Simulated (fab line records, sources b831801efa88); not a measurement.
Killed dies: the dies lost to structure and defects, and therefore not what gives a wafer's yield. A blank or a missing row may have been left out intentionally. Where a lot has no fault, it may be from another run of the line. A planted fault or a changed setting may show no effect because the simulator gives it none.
One fault seen from 2 desks ; flow gf180mcu ; each desk holds nothing but its own numbers, with what lay behind them at the end

DESK OF THE TOOL OWNER: plasma asher-03
The tool's own readings at GF_VT_IMPLANT_STRIP_09 (strips in O2/N2): means of the sampled wafers that have a number, for each lot that ran on this tool. If a lot's mean is further than 4 standard deviations from the usual mean, the lot is out of limits and carries the mark OUT (the distance appears in the brackets).
Columns: A = drypump motor current A at GF_VT_IMPLANT_STRIP_09, usual 5.8 A; B = heater power w at GF_VT_IMPLANT_STRIP_09, usual 325 W; C = oes product au at GF_VT_IMPLANT_STRIP_09, usual 0.716 a.u.; D = strip time to endpoint s at GF_VT_IMPLANT_STRIP_09, usual 12.63 s
lot;first seen here;A;B;C;D
L791;day 6 18:08;5.6;286;0.716;12.59
L793;day 7 08:22;5.6;289;0.711;12.61
L795;day 7 19:14;5.6;285;0.712;12.65
L796;day 8 03:01;5.6;298;0.714;12.71
L797;day 8 06:02;5.6;276;0.715;12.60
L801;day 9 12:56;5.7;291;0.718;12.67
L802;day 9 21:55;5.6;286;0.713;12.59
This desk's finding: nothing out of limits on any of the 7 lots.

AT THE METROLOGY DESK
Means of the sampled wafers that have a number, per lot and without regard to the tool the lot ran on: this is what the gauges read. If a lot's mean is further than 4 standard deviations from the usual mean, the lot is out of limits and carries the mark OUT (the distance appears in the brackets).
Columns: A = V4_CVD_02_THK at GF_V4_THK_MEAS_03, usual 851 nm
lot;first seen here;A
L788;day 24 16:32;856
L789;day 24 18:32;868
L791;day 25 20:01;864
L792;day 26 04:59;859
L793;day 26 09:11;849
L795;day 26 20:59;847
L794;day 26 21:52;846
L796;day 27 06:07;852
L797;day 27 09:56;856
L801;day 28 18:53;849
L802;day 29 06:40;857
L806;day 30 04:52;853
L809;day 30 23:38;859
This desk's finding: nothing out of limits on any of the 13 lots.

PUT TOGETHER
Nothing out of limits was seen by the tool owner's desk.
Metrology desk: nothing out of limits seen.

WHAT WAS PUT IN BY THE SIMULATOR
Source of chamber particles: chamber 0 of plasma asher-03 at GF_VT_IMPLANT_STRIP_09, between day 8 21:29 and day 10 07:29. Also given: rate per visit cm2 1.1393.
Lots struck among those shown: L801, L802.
